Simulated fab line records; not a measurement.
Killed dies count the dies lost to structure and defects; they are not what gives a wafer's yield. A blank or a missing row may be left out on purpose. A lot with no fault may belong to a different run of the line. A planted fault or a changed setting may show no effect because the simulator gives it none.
8D (eight disciplines) problem report, filled in by code | flow gf180mcu | the parts of the form that need people (team, actions taken, sign-off) are left out

## 1. THE ISSUE
Wafers free of any fault read 0.326 ohm/sq (standard deviation 0.006) for V1_W_RS at GF_V1_RS_MEAS_24, against a mean of 0.168 ohm/sq on 3 wafers of 2 lots. That is -26 standard deviations from the usual mean.
The step: measures by four-point-probe.
Seen first at day 19 16:21 on film_metro-04, wafer L353.2. At this step, 33 wafers from 11 lots have a number in the record. The rule behind "out" and "out of limits": a value lying over 4 standard deviations away from the usual mean. Any other wafer with a number is counted as sound.

## 2. WHAT IT IS; WHAT IT IS NOT
question                    | is                           | is not
which readings at this step | V1_W_RS                      | -
which lots                  | L353, L354                   | L362, L363, L364, L367, L369, L370, L371, L372, L373
which wafers of those lots  | L353.2, L354.2, L354.5       | L353.3, L353.6, L354.6
read on which gauges        | film_metro-01, film_metro-04 | film_metro-02
when                        | from day 19 16:21            | up to then (2 sound wafers); but 28 sound wafers of L354, L362, L363, L364, L367, L369, L370, L371, L372, L373 came after

## 3. THE SUSPECTS, EACH WITH WHAT RULES IT OUT
Counting: a tool at a process step up to the reading stays a suspect if it ran every lot that is out. Sound lots after the first of them don't rule it out here, since some wafers of a struck lot are sound.
- the gauge at GF_V1_RS_MEAS_24 has been ruled out. Those wafers that are out were read across 2 gauges (film_metro-01, film_metro-04).
- cvd_w-01 at GF_V1_CVD_23 (deposits W, target thk 350 nm, time 105.05 s): kept. It ran every lot that is out, first L353 (day 19 16:13).
The count leaves cvd_w-01 at GF_V1_CVD_23.

## 4. THE CAUSE (what the simulator had put in)
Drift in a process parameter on cvd_w-01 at GF_V1_CVD_23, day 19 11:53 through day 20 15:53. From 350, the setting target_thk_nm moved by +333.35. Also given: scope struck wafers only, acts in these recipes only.
Counting left only this tool.

## 5. THE EFFECT CHAIN, in route order
Each row: a reading whose mean over the struck wafers that have a number lies more than 3 standard deviations from the usual. Readings are gone through only where the record gives a usual standard deviation; hours: the median, over the lots, of the time from a lot's start at the first step in this table giving one to that lot's start at this step; sigmas: the change measured in usual standard deviations.
hours | step             | reading            | usual        | on struck wafers | change | sigmas
0     | GF_V1_RS_MEAS_24 | V1_W_RS            | 0.326 ohm/sq | 0.168            | -0.158 | -26
5     | GF_V1_CMP_26     | time_to_endpoint_s | 86 s         | 168              | +82    | +23
Process steps it contains:
- GF_V1_CMP_26: polishes, stops on SiO2, t overpolish 15 s, target thk 0 nm.

## 6. WHAT WOULD HAVE CAUGHT IT SOONER
The first out-of-limits reading at a measuring or inspecting step in this record came at day 19 16:21, 4 hours after the fault's start at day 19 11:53.
Tool readings at GF_V1_CVD_23 with a usual standard deviation given in the record: none out on any struck wafer, hence no alarm at a limit of 4 standard deviations on them.
Of the lots that are out (2), L354 began GF_V1_CVD_23 on cvd_w-01 after day 19 16:21. Had the tool been put on hold then, it would have been spared.
